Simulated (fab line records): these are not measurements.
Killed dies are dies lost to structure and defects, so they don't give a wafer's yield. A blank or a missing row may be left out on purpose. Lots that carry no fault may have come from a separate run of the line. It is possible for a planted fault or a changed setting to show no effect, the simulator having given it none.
fab line records	flow sky130
[record] lots = 13	wafers = 39	last-day = 50
route steps=708 shown FIELD_ISO@15 LDD_N@249 PAD_OPEN@708
lots untouched by any fault: they come from a run of this same line in which no faults occurred
start-h: the number of hours between the record's first day and the start of the first shown wafer of the lot	wait-h: how many hours have passed since the lot's step before this one	" same as the row above	L1.1+2: several wafers, shown together as one row	- value missing, or start not given	* or withheld: withheld	< > ~ a bound
route shown NAME@n: names a module that has steps shown in the file, with the first one's number in the route	usual: the fault-free wafers' mean and standard deviation	same: alike in all rows	chamber/n: place in a boat	sites: readings site by site	_std_site: the values' standard deviation	_edge_site: the outer-site mean with the inner-site mean subtracted	radius-mm: how far each site lies from the wafer's centre	mask NAME#n: copy n	behind: tool/chamber where the wafer was last shaped	hold: why the lot went on hold/how many hours it stayed there/how the hold came to an end	device: names the non-switching transistor (n, p or np)	end of line: the same wafers' tests at the end of the route	where a step has no rows: the recipe by itself	killed: count of dies lost to structure and defects at first sort (not the wafer's yield)	map: shows each die of a wafer: x if killed, . if not, _ if none is there
set.NAME: setting as actually run; set.NAME@STEP: the setting as run at that earlier step	model.NAME: the simulator's own value behind a step, which no gauge read
the route's steps for a sample of lots (tables are steps, rows are wafers)
services: a tool's chamber out of use, with start hour (start-h, from the record's first day; less than 0 if before it), hours out, and reason
[[steps]]
[step SKY_FIELD_ISO_ETCH_14]
[recipe] chemistry = N2/H2	target = BARC	ion-energy-ev = 200	source-w = 500	bias-w = 100	pressure-mtorr = 30	n2-flow-sccm = 100	h2-flow-sccm = 200	stop-on = SiO2	time-s = 45.9	target-depth-a = 600
[usual] drypump-motor-current-A = 5.6/0.52	oes-product-au = 0.855/0.0045	throttle-valve-pct = 13.224/0.008
[same] time-s = 45.9
lot.wafer	tool	chamber	start-h	wait-h	drypump-motor-current-A	oes-product-au	rf-hours-counter-h	throttle-valve-pct
L219.3	rie-diel-01	1	40.04	0.1	6.6	0.861	90	13.225
L219.4	"	3	"	"	5.7	0.858	3	13.229
L219.5	"	1	"	"	6.5	0.851	-	13.226
L218.1	rie-diel-02	0	41.02	0.1	5.2	0.857	93	13.216
L218.2	"	1	"	"	6.2	0.855	63	13.222
L218.5	"	0	"	"	5.2	0.865	-	13.234
L222.1	rie-diel-04	1	57.94	0.1	5.1	0.861	89	13.239
L222.2	"	0	"	"	6.3	0.852	3	13.235
L222.3	"	3	"	"	4.8	0.856	81	13.229
L223.3	rie-diel-01	2	65.35	0.1	5.9	0.849	124	13.224
L223.4	"	0	"	"	5.0	0.848	1	13.219
L223.6	"	3	"	"	5.7	0.856	-	13.229
L227.1	rie-diel-01	3	81.84	0.1	5.7	0.857	4	13.228
L227.2	"	1	"	"	6.5	0.857	91	13.219
L227.6	"	3	"	"	5.7	0.857	-	13.215
L228.2	rie-diel-04	2	86.19	0.1	5.5	0.849	37	13.223
L228.3	"	3	"	"	4.8	0.854	81	13.216
L228.4	"	0	"	"	6.3	0.864	4	13.223
L229.1	rie-diel-01	1	90.89	0.1	6.5	0.854	91	13.227
L229.3	"	0	"	"	5.0	0.863	1	13.234
L229.4	"	2	"	"	5.9	0.858	125	13.212
L230.3	rie-diel-04	2	95.74	0.1	5.5	0.855	37	13.229
L230.4	"	3	"	"	4.8	0.849	82	13.216
L230.6	"	3	"	"	4.8	0.849	-	13.223
L231.2	rie-diel-04	0	101.67	0.1	6.3	0.861	4	13.223
L231.3	"	1	"	"	5.1	0.868	90	13.236
L231.4	"	3	"	"	4.8	0.860	82	13.225
L233.2	rie-diel-02	2	113.89	0.1	5.8	0.854	95	13.225
L233.3	"	0	"	"	5.2	0.856	95	13.235
L233.6	"	1	"	"	6.2	0.851	-	13.215
L234.2	rie-diel-02	1	118.12	0.1	6.2	0.854	64	13.235
L234.5	"	2	"	"	5.8	0.857	-	13.206
L234.6	"	3	"	"	5.6	0.855	-	13.214
L238.1	rie-diel-02	3	141.14	0.1	5.6	0.852	1	13.213
L238.3	"	1	"	"	6.2	0.858	65	13.214
L238.6	"	1	"	"	6.2	0.859	-	13.214
L240.1	rie-diel-01	0	150.29	0.1	5.0	0.855	2	13.218
L240.4	"	2	"	"	5.9	0.852	-	13.225
L240.6	"	3	"	"	5.7	0.854	-	13.235
[step SKY_FIELD_ISO_THK_MEAS_23]
[recipe] reads = SiO2_of_FIELD_ISO_OXIDATION_22
[usual] FIELD_ISO_OXIDATION_01_THK = 11.10/0.21
lot.wafer	tool	chamber	start-h	wait-h	FIELD_ISO_OXIDATION_01_THK[nm]
L219.3	film-metro-01	-	41.77	0.0	11.24
L219.4	"	-	"	"	11.25
L219.5	"	-	"	"	11.31
L218.1	film-metro-02	-	42.80	0.0	10.72
L218.2	"	-	"	"	11.02
L218.5	"	-	"	"	10.90
L222.1	film-metro-02	-	59.67	0.0	11.04
L222.2	"	-	"	"	11.31
L222.3	"	-	"	"	11.18
L223.3	film-metro-02	-	67.13	0.0	11.12
L223.4	"	-	"	"	11.01
L223.6	"	-	"	"	11.15
L227.1	film-metro-02	-	85.01	0.0	11.41
L227.2	"	-	"	"	11.53
L227.6	"	-	"	"	11.54
L228.2	film-metro-04	-	91.38	0.0	10.99
L228.3	"	-	"	"	11.01
L228.4	"	-	"	"	10.93
L229.1	film-metro-02	-	92.61	0.0	11.30
L229.3	"	-	"	"	11.28
L229.4	"	-	"	"	11.27
L230.3	film-metro-04	-	98.00	0.0	11.49
L230.4	"	-	"	"	11.40
L230.6	"	-	"	"	11.42
L231.2	film-metro-04	-	104.35	0.0	11.12
L231.3	"	-	"	"	11.09
L231.4	"	-	"	"	11.11
L233.2	film-metro-04	-	116.01	0.0	11.34
L233.3	"	-	"	"	11.24
L233.6	"	-	"	"	11.28
L234.2	film-metro-01	-	120.10	0.0	10.91
L234.5	"	-	"	"	11.17
L234.6	"	-	"	"	11.20
L238.1	film-metro-02	-	143.68	0.0	11.12
L238.3	"	-	"	"	11.26
L238.6	"	-	"	"	11.24
L240.1	film-metro-02	-	152.90	0.0	10.60
L240.4	"	-	"	"	10.77
L240.6	"	-	"	"	10.82
[step SKY_FIELD_ISO_CMP_27]
[recipe] stop-on = Si3N4	t-overpolish-s = 16	down-force-psi = 4	platen-rpm = 60	target-thk-nm = 457.8	pad-velocity-m-s = 0.94248
[usual] motor-current-A = 12.4/1.3	overpolish-run-s = 16.000/0.0095	time-to-endpoint-s = 110/4.2
lot.wafer	tool	chamber	start-h	wait-h	motor-current-A	overpolish-run-s	time-to-endpoint-s
L219.3	cmp-02	2	43.44	0.0	12.1	16.005	121
L219.4	"	3	"	"	15.4	15.991	114
L219.5	"	2	"	"	11.5	15.994	117
L218.2	cmp-01	3	44.55	0.1	11.9	16.014	110
L218.1	"	0	"	"	13.0	16.004	114
L218.5	"	2	"	"	10.4	16.000	109
L222.1	cmp-01	3	61.41	0.1	11.9	15.984	110
L222.2	"	0	"	"	13.7	15.999	112
L222.3	"	1	"	"	12.5	15.987	114
L223.4	cmp-02	3	68.80	0.0	14.6	16.000	112
L223.3	"	0	"	"	11.9	16.012	110
L223.6	"	3	"	"	14.6	15.988	108
L227.2	cmp-01	3	90.83	0.1	11.6	16.010	109
L227.1	"	1	"	"	12.3	15.997	115
L227.6	"	2	"	"	10.3	15.983	108
L228.3	cmp-02	2	93.79	0.0	11.7	16.008	109
L228.2	"	0	"	"	11.3	16.012	106
L228.4	"	1	"	"	13.4	15.985	109
L229.1	cmp-01	3	95.29	0.0	11.7	16.000	108
L229.3	"	0	"	"	13.2	16.007	108
L229.4	"	1	"	"	12.7	16.016	107
L230.4	cmp-01	0	99.72	0.1	14.3	16.014	110
L230.3	"	2	"	"	10.3	16.008	111
L230.6	"	0	"	"	14.3	15.987	114
L231.3	cmp-02	2	107.48	0.0	12.0	16.018	112
L231.4	"	3	"	"	14.8	16.003	108
L231.2	"	0	"	"	12.0	15.985	111
L233.2	cmp-02	3	119.07	0.1	14.7	16.023	108
L233.3	"	0	"	"	11.5	16.003	111
L233.6	"	2	"	"	11.4	15.981	113
L234.2	cmp-01	1	122.82	0.1	12.9	15.997	106
L234.5	"	0	"	"	13.6	15.984	108
L234.6	"	1	"	"	12.5	15.991	108
L238.3	cmp-01	0	146.43	0.1	14.0	15.991	108
L238.1	"	2	"	"	11.1	16.015	103
L238.6	"	3	"	"	12.1	16.014	104
L240.1	cmp-01	2	155.65	0.0	10.2	16.001	107
L240.4	"	3	"	"	11.8	15.997	107
L240.6	"	2	"	"	10.7	16.010	104
[step SKY_LDD_N_IMPLANT_12]
[recipe] species = BF2	energy-kev = 50	dose-cm2 = 5e+12	tilt-deg = 30	rotation-deg = 0
[usual] beam-energy-keV = 49.997/0.017	tilt-deg = 30.002/0.018
lot.wafer	tool	chamber	start-h	wait-h	beam-energy-keV	tilt-deg
L219.3	implanter-03	0	419.33	0.1	50.005	29.968
L219.4	"	0	"	"	49.973	29.998
L219.5	"	0	"	"	49.995	30.033
L218.1	implanter-03	0	422.30	0.1	49.984	29.990
L218.2	"	0	"	"	49.994	29.992
L218.5	"	0	"	"	50.008	30.009
L222.1	implanter-03	0	452.70	0.1	49.998	30.005
L222.2	"	0	"	"	50.015	30.009
L222.3	"	0	"	"	49.988	30.021
L223.3	implanter-04	0	469.50	0.1	49.984	30.002
L223.4	"	0	"	"	50.003	29.992
L223.6	"	0	"	"	49.985	29.991
L227.1	implanter-03	0	499.00	0.1	49.986	30.007
L227.2	"	0	"	"	49.988	29.998
L227.6	"	0	"	"	49.983	29.999
L228.2	implanter-04	0	516.47	0.1	49.999	29.995
L228.3	"	0	"	"	50.013	29.988
L228.4	"	0	"	"	49.990	29.980
L229.1	implanter-04	0	519.09	0.1	50.000	29.998
L229.3	"	0	"	"	50.011	29.989
L229.4	"	0	"	"	50.016	30.002
L230.3	implanter-04	0	521.50	0.1	48.219	29.984
L230.4	"	0	"	"	48.194	30.006
L230.6	"	0	"	"	48.234	29.982
L231.2	implanter-04	0	538.63	0.1	48.197	30.010
L231.3	"	0	"	"	48.174	30.021
L231.4	"	0	"	"	48.204	30.037
L233.2	implanter-01	0	546.65	0.1	49.966	29.999
L233.3	"	0	"	"	49.990	30.024
L233.6	"	0	"	"	49.985	30.025
L234.2	implanter-01	0	559.82	0.1	49.996	30.040
L234.5	"	0	"	"	50.026	30.013
L234.6	"	0	"	"	50.015	30.038
L238.1	implanter-01	0	593.44	0.1	49.975	29.975
L238.3	"	0	"	"	49.977	29.997
L238.6	"	0	"	"	49.986	30.012
L240.1	implanter-04	0	606.85	0.1	50.005	29.990
L240.4	"	0	"	"	50.028	29.983
L240.6	"	0	"	"	49.994	30.017
[step SKY_PAD_OPEN_PROBE_99]
[usual] killed_at_M0_to_M3 = 44/7.9	killed_at_M4_up = 3.1/1.9	killed-at-contacts = 24/4.6	killed-at-front-end = 16/4.9	killed-at-other = 0.3/0.6	killed-dies = 87/9.7	killed-open = 48/7.2	killed-short = 39/5.6
[same] gross-dies = 492	killed-at-back-side = 0
lot.wafer	tool	chamber	start-h	wait-h	killed_at_M0_to_M3	killed_at_M4_up	killed-at-contacts	killed-at-front-end	killed-at-other	killed-dies	killed-open	killed-short
L219.3	prober-01	-	1074.86	0.2	43	4	31	12	0	90	58	31
L219.4	prober-01	-	1074.91	0.2	35	1	25	17	1	79	45	34
L219.5	prober-01	-	1074.96	0.2	35	3	28	14	0	80	51	27
L218.1	prober-02	-	1086.62	0.1	55	2	25	19	0	101	50	51
L218.2	prober-02	-	1086.67	0.1	45	2	22	14	0	83	46	37
L218.5	prober-02	-	1086.82	0.2	52	4	26	14	0	96	48	48
L222.1	prober-01	-	1101.38	0.1	47	1	39	11	0	98	57	41
L222.2	prober-01	-	1101.43	0.1	39	3	19	14	0	75	41	34
L222.3	prober-01	-	1101.48	0.2	48	2	31	9	0	90	50	40
L223.3	prober-02	-	1110.48	0.2	39	2	25	14	0	80	47	31
L223.4	prober-02	-	1110.53	0.2	37	0	20	16	0	73	42	31
L223.6	prober-02	-	1110.63	0.2	41	13	30	14	1	99	54	45
L227.1	prober-02	-	1131.71	0.1	35	1	28	14	0	78	50	28
L227.2	prober-02	-	1131.76	0.1	55	4	14	17	0	90	45	45
L227.6	prober-02	-	1131.96	0.2	52	4	22	18	0	96	49	47
L228.2	prober-01	-	1180.94	0.1	46	2	17	26	1	92	51	40
L228.3	prober-01	-	1180.99	0.2	48	4	31	20	2	105	67	37
L228.4	prober-01	-	1181.04	0.2	45	5	25	23	1	99	55	43
L229.1	prober-02	-	1184.29	0.1	42	2	29	22	2	97	51	45
L229.3	prober-02	-	1184.39	0.2	45	3	30	20	0	98	55	43
L229.4	prober-02	-	1184.44	0.2	36	4	23	14	0	77	42	35
L230.3	prober-01	-	1184.61	0.2	31	3	25	21	0	80	49	31
L230.4	prober-01	-	1184.66	0.2	49	3	18	23	0	93	49	44
L230.6	prober-01	-	1184.76	0.2	41	1	29	22	2	95	56	39
L233.2	prober-02	-	1185.84	0.1	30	1	26	16	1	74	38	35
L233.3	prober-02	-	1185.89	0.2	48	5	23	14	0	90	49	41
L233.6	prober-02	-	1186.04	0.2	55	0	30	17	0	102	53	49
L231.2	prober-02	-	1187.43	0.1	35	3	16	20	0	74	36	38
L231.3	prober-02	-	1187.48	0.2	36	2	19	21	0	78	45	32
L231.4	prober-02	-	1187.53	0.2	36	5	23	15	0	79	46	33
L238.1	prober-01	-	1190.73	0.1	34	4	16	14	0	68	35	33
L238.3	prober-01	-	1190.83	0.2	47	4	22	12	1	86	49	37
L238.6	prober-01	-	1190.98	0.2	34	6	24	24	0	88	45	43
L234.2	prober-02	-	1190.78	0.1	38	3	20	7	1	69	35	33
L234.5	prober-02	-	1190.93	0.2	55	0	16	11	0	82	44	38
L234.6	prober-02	-	1190.98	0.2	54	4	16	9	1	84	41	43
L240.1	prober-02	-	1193.83	0.1	46	4	28	18	2	98	56	41
L240.4	prober-02	-	1193.98	0.2	59	0	20	15	0	94	54	39
L240.6	prober-02	-	1194.08	0.2	32	2	22	16	0	72	37	35
// killed by level:class
L219.3 CONTACT:geometric-particle:open=15 VIA1:geometric-particle:open=13 LI_CONTACT:geometric-particle:open=10 VIA2:geometric-particle:open=8 METAL2:geometric-particle:short=6 POLY_GATE:geometric-particle:short=4 VIA3:geometric-particle:open=4 LI_CONTACT:geometric-particle:short=3
L219.4 VIA1:geometric-particle:open=11 CONTACT:geometric-particle:open=10 CONTACT:geometric-particle:short=7 VIA1:geometric-particle:short=5 POLY_GATE:geometric-particle:open=4 SPACER:geometric-particle:open=4 LI_CONTACT:geometric-particle:open=4 METAL2:geometric-particle:short=4
L219.5 CONTACT:geometric-particle:open=11 LI_CONTACT:geometric-particle:open=10 VIA1:geometric-particle:open=8 VIA3:geometric-particle:open=7 FIELD_ISO:geometric-particle:open=5 METAL1:geometric-particle:short=5 METAL2:geometric-particle:short=4 POLY_GATE:geometric-particle:open=3
L218.1 VIA1:geometric-particle:open=13 CONTACT:geometric-particle:open=9 METAL1:geometric-particle:short=8 FIELD_ISO:geometric-particle:open=7 VIA2:geometric-particle:open=7 VIA3:geometric-particle:open=6 METAL2:geometric-particle:short=6 CONTACT:geometric-particle:short=5
L218.2 VIA1:geometric-particle:open=10 LI_CONTACT:geometric-particle:open=7 VIA2:geometric-particle:open=6 LOCAL_INTERCONNECT:geometric-particle:short=6 CONTACT:geometric-particle:open=6 VIA3:geometric-particle:open=5 METAL2:geometric-particle:short=5 FIELD_ISO:geometric-particle:short=4
L218.5 CONTACT:geometric-particle:open=11 VIA2:geometric-particle:short=10 VIA1:geometric-particle:open=9 METAL1:geometric-particle:short=6 VIA2:geometric-particle:open=6 LI_CONTACT:geometric-particle:open=5 LOCAL_INTERCONNECT:geometric-particle:short=5 VIA1:geometric-particle:short=4
L222.1 LI_CONTACT:geometric-particle:open=11 VIA1:geometric-particle:open=11 CONTACT:geometric-particle:short=8 CONTACT:geometric-particle:open=8 VIA3:geometric-particle:open=8 LI_CONTACT:geometric-particle:short=6 METAL2:geometric-particle:short=5 VIA2:geometric-particle:open=5
L222.2 VIA1:geometric-particle:open=10 CONTACT:geometric-particle:open=7 VIA3:geometric-particle:open=7 FIELD_ISO:geometric-particle:short=5 VIA2:geometric-particle:open=5 LOCAL_INTERCONNECT:geometric-particle:short=4 VIA1:geometric-particle:short=4 METAL3:geometric-particle:short=4
L222.3 CONTACT:geometric-particle:open=12 VIA1:geometric-particle:open=10 LI_CONTACT:geometric-particle:open=8 VIA2:geometric-particle:open=7 LI_CONTACT:geometric-particle:short=6 VIA1:geometric-particle:short=6 VIA3:geometric-particle:open=6 METAL3:geometric-particle:short=6
L223.3 VIA1:geometric-particle:open=14 CONTACT:geometric-particle:open=10 FIELD_ISO:geometric-particle:short=6 LI_CONTACT:geometric-particle:open=5 LOCAL_INTERCONNECT:geometric-particle:short=5 CONTACT:geometric-particle:short=5 VIA3:geometric-particle:open=5 VIA1:geometric-particle:short=4
L223.4 VIA1:geometric-particle:open=10 POLY_GATE:geometric-particle:open=6 LI_CONTACT:geometric-particle:open=6 VIA3:geometric-particle:open=6 VIA1:geometric-particle:short=5 FIELD_ISO:geometric-particle:open=4 LOCAL_INTERCONNECT:geometric-particle:short=4 CONTACT:geometric-particle:open=4
L223.6 CONTACT:geometric-particle:open=14 METAL4:geometric-particle:short=10 VIA1:geometric-particle:open=9 CONTACT:geometric-particle:short=7 VIA3:geometric-particle:open=7 LI_CONTACT:geometric-particle:open=6 METAL2:geometric-particle:short=5 VIA3:geometric-particle:short=5
L227.1 VIA1:geometric-particle:open=11 CONTACT:geometric-particle:open=10 LI_CONTACT:geometric-particle:open=8 METAL1:geometric-particle:short=8 FIELD_ISO:geometric-particle:open=7 CONTACT:geometric-particle:short=4 VIA3:geometric-particle:open=4 SPACER:geometric-particle:open=3
L227.2 VIA1:geometric-particle:open=15 METAL1:geometric-particle:short=10 VIA2:geometric-particle:open=9 CONTACT:geometric-particle:open=6 METAL2:geometric-particle:short=5 FIELD_ISO:geometric-particle:open=4 VIA1:geometric-particle:short=4 VIA3:geometric-particle:short=4
L227.6 VIA1:geometric-particle:open=15 VIA3:geometric-particle:open=8 VIA2:geometric-particle:open=8 POLY_GATE:geometric-particle:short=7 VIA1:geometric-particle:short=6 LI_CONTACT:geometric-particle:short=5 CONTACT:geometric-particle:short=5 CONTACT:geometric-particle:open=5
L228.2 VIA1:geometric-particle:open=14 VIA3:geometric-particle:open=10 FIELD_ISO:geometric-particle:short=7 POLY_GATE:geometric-particle:open=6 POLY_GATE:geometric-particle:short=6 CONTACT:geometric-particle:open=6 VIA1:geometric-particle:short=5 VIA2:geometric-particle:open=5
L228.3 CONTACT:geometric-particle:open=13 VIA3:geometric-particle:open=11 VIA2:geometric-particle:open=9 LI_CONTACT:geometric-particle:open=8 VIA1:geometric-particle:open=8 VIA1:geometric-particle:short=6 POLY_GATE:geometric-particle:short=5 CONTACT:geometric-particle:short=5
L228.4 VIA1:geometric-particle:open=10 CONTACT:geometric-particle:open=9 VIA2:geometric-particle:open=9 LI_CONTACT:geometric-particle:open=7 VIA3:geometric-particle:open=7 METAL2:geometric-particle:short=6 POLY_GATE:geometric-particle:open=5 POLY_GATE:geometric-particle:short=5
L229.1 VIA1:geometric-particle:open=13 CONTACT:geometric-particle:open=8 LI_CONTACT:geometric-particle:open=7 LI_CONTACT:geometric-particle:short=6 FIELD_ISO:geometric-particle:open=5 FIELD_ISO:geometric-particle:short=5 POLY_GATE:geometric-particle:open=4 POLY_GATE:geometric-particle:short=4
L229.3 VIA1:geometric-particle:open=10 CONTACT:geometric-particle:open=9 LI_CONTACT:geometric-particle:open=8 POLY_GATE:geometric-particle:open=6 METAL1:geometric-particle:short=6 VIA3:geometric-particle:open=6 VIA2:geometric-particle:open=5 SPACER:geometric-particle:open=4
L229.4 VIA1:geometric-particle:open=9 CONTACT:geometric-particle:open=7 VIA2:geometric-particle:open=6 FIELD_ISO:geometric-particle:open=5 POLY_GATE:geometric-particle:short=5 LI_CONTACT:geometric-particle:short=5 LI_CONTACT:geometric-particle:open=5 VIA1:geometric-particle:short=5
L230.3 CONTACT:geometric-particle:open=9 VIA2:geometric-particle:open=9 FIELD_ISO:geometric-particle:short=7 FIELD_ISO:geometric-particle:open=7 LOCAL_INTERCONNECT:geometric-particle:short=6 VIA1:geometric-particle:open=6 POLY_GATE:geometric-particle:open=4 LI_CONTACT:geometric-particle:open=4
L230.4 VIA1:geometric-particle:open=10 VIA2:geometric-particle:open=8 CONTACT:geometric-particle:open=8 FIELD_ISO:geometric-particle:short=7 METAL1:geometric-particle:short=7 VIA3:geometric-particle:open=6 FIELD_ISO:geometric-particle:open=5 METAL2:geometric-particle:short=4
L230.6 CONTACT:geometric-particle:open=13 POLY_GATE:geometric-particle:open=9 VIA1:geometric-particle:open=8 POLY_GATE:geometric-particle:short=6 LI_CONTACT:geometric-particle:open=6 VIA2:geometric-particle:open=6 VIA3:geometric-particle:open=6 METAL2:geometric-particle:short=4
L233.2 CONTACT:geometric-particle:open=7 LI_CONTACT:geometric-particle:open=6 CONTACT:geometric-particle:short=5 VIA2:geometric-particle:open=5 METAL3:geometric-particle:short=4 FIELD_ISO:geometric-particle:open=4 LI_CONTACT:geometric-particle:short=4 METAL1:geometric-particle:short=4
L233.3 VIA2:geometric-particle:open=11 VIA1:geometric-particle:open=10 VIA1:geometric-particle:short=8 CONTACT:geometric-particle:open=8 LI_CONTACT:geometric-particle:open=6 METAL2:geometric-particle:short=5 POLY_GATE:geometric-particle:short=5 METAL1:geometric-particle:short=5
L233.6 VIA1:geometric-particle:open=13 CONTACT:geometric-particle:open=11 METAL1:geometric-particle:short=9 CONTACT:geometric-particle:short=7 VIA3:geometric-particle:open=7 METAL2:geometric-particle:short=7 LOCAL_INTERCONNECT:geometric-particle:short=6 FIELD_ISO:geometric-particle:open=5
L231.2 VIA3:geometric-particle:open=8 FIELD_ISO:geometric-particle:short=6 VIA1:geometric-particle:open=6 POLY_GATE:geometric-particle:short=5 LOCAL_INTERCONNECT:geometric-particle:short=5 CONTACT:geometric-particle:open=5 METAL2:geometric-particle:short=5 LI_CONTACT:geometric-particle:open=4
L231.3 VIA1:geometric-particle:open=14 LOCAL_INTERCONNECT:geometric-particle:short=8 VIA3:geometric-particle:open=7 FIELD_ISO:geometric-particle:open=6 FIELD_ISO:geometric-particle:short=6 LI_CONTACT:geometric-particle:open=6 POLY_GATE:geometric-particle:open=4 CONTACT:geometric-particle:open=4
L231.4 CONTACT:geometric-particle:open=9 VIA3:geometric-particle:open=8 LI_CONTACT:geometric-particle:open=6 METAL4:geometric-particle:short=5 FIELD_ISO:geometric-particle:open=4 LOCAL_INTERCONNECT:geometric-particle:short=4 VIA1:geometric-particle:short=4 VIA1:geometric-particle:open=4
L238.1 VIA2:geometric-particle:open=10 VIA1:geometric-particle:open=7 CONTACT:geometric-particle:open=5 FIELD_ISO:geometric-particle:short=4 POLY_GATE:geometric-particle:short=4 METAL2:geometric-particle:short=4 LI_CONTACT:geometric-particle:open=4 LOCAL_INTERCONNECT:geometric-particle:short=4
L234.2 VIA1:geometric-particle:open=11 LI_CONTACT:geometric-particle:open=7 VIA2:geometric-particle:open=7 CONTACT:geometric-particle:open=6 METAL1:geometric-particle:short=4 METAL2:geometric-particle:short=4 VIA3:geometric-particle:short=4 FIELD_ISO:geometric-particle:short=3
L238.3 CONTACT:geometric-particle:open=14 VIA1:geometric-particle:open=8 VIA1:geometric-particle:short=7 METAL3:geometric-particle:short=7 METAL1:geometric-particle:short=6 VIA2:geometric-particle:open=6 FIELD_ISO:geometric-particle:open=5 LI_CONTACT:geometric-particle:open=4
L234.5 METAL1:geometric-particle:short=8 VIA1:geometric-particle:open=8 VIA1:geometric-particle:short=7 VIA2:geometric-particle:open=7 METAL3:geometric-particle:short=6 CONTACT:geometric-particle:open=6 LI_CONTACT:geometric-particle:open=5 METAL1:geometric-particle:open=5
L234.6 VIA1:geometric-particle:open=14 METAL1:geometric-particle:short=9 METAL2:geometric-particle:short=6 CONTACT:geometric-particle:open=5 VIA2:geometric-particle:open=5 METAL4:geometric-particle:short=4 LI_CONTACT:geometric-particle:open=4 METAL3:geometric-particle:short=4
L238.6 CONTACT:geometric-particle:open=11 VIA1:geometric-particle:open=7 POLY_GATE:geometric-particle:short=7 FIELD_ISO:geometric-particle:open=6 POLY_GATE:geometric-particle:open=6 METAL4:geometric-particle:short=6 METAL1:geometric-particle:short=5 VIA2:geometric-particle:open=5
L240.1 VIA1:geometric-particle:open=14 CONTACT:geometric-particle:open=12 METAL2:geometric-particle:short=9 LI_CONTACT:geometric-particle:open=7 LOCAL_INTERCONNECT:geometric-particle:short=6 METAL1:geometric-particle:short=5 VIA2:geometric-particle:open=5 VIA3:geometric-particle:open=5
L240.4 VIA1:geometric-particle:open=22 VIA1:geometric-particle:short=9 VIA3:geometric-particle:open=7 CONTACT:geometric-particle:short=6 VIA2:geometric-particle:open=5 METAL2:geometric-particle:short=5 POLY_GATE:geometric-particle:short=4 LI_CONTACT:geometric-particle:open=4
L240.6 VIA1:geometric-particle:open=8 VIA3:geometric-particle:open=6 LOCAL_INTERCONNECT:geometric-particle:short=5 CONTACT:geometric-particle:short=5 METAL1:geometric-particle:short=5 LI_CONTACT:geometric-particle:open=4 CONTACT:geometric-particle:open=4 FIELD_ISO:geometric-particle:open=3
[[services]]
tool	chamber	start-h	hours	kind
cmp-01	-	17.26	0.6	repair
rie-diel-01	-	26.94	0.7	repair
cmp-02	-	35.08	5.0	repair
cmp-02	-	43.88	5.0	pm
implanter-04	-	52.76	0.9	repair
cmp-02	-	64.00	4.0	pm
rie-diel-01	0	92.13	3.9	repair
cmp-01	-	102.10	7.1	pm
implanter-04	-	120.52	6.9	repair
rie-diel-01	1	149.74	48.5	repair
cmp-01	-	166.84	1.0	repair
cmp-01	-	192.86	1.4	repair
cmp-01	-	193.88	1.0	repair
implanter-04	-	214.41	2.9	repair
cmp-01	-	232.00	4.0	pm
cmp-01	-	259.84	0.3	repair
implanter-04	-	263.50	5.5	pm
implanter-04	-	350.21	84.6	pm
implanter-04	-	434.80	4.1	pm
cmp-01	-	443.00	0.6	repair
implanter-04	-	458.44	0.7	repair
cmp-01	-	472.80	7.0	pm
implanter-04	-	497.34	2.0	repair
cmp-01	-	572.00	4.0	pm
[[key]]
[first-sign] step = SKY_LDD_N_IMPLANT_12	reading = beam-energy-keV	direction = down	sigmas = 99+	usual = *	struck = *
effect none on later readings
met-at SKY_LDD_N_IMPLANT_12
struck-lots L230,L231
tester-left-out L230,L231
not-acting-at SKY_FIELD_ISO_ETCH_14,SKY_FIELD_ISO_THK_MEAS_23,SKY_FIELD_ISO_CMP_27
onset-between 519.09 521.50
[fault] kind = process-parameter-drift	tool = implanter-04	chamber = -	onset-h = 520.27	steps = SKY_LDD_N_IMPLANT_12	channel = energy-kev	offset = *	shape = step	end-h = 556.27	acts-in = *	stated = *
// tester-left-out: of these lots the tester's yield and bins aren't shown, on N5 and GAA mostly nor the transistor test; their killed dies are dies lost to structure and defects alone, not to doping, threshold or leakage, so they don't give the yield
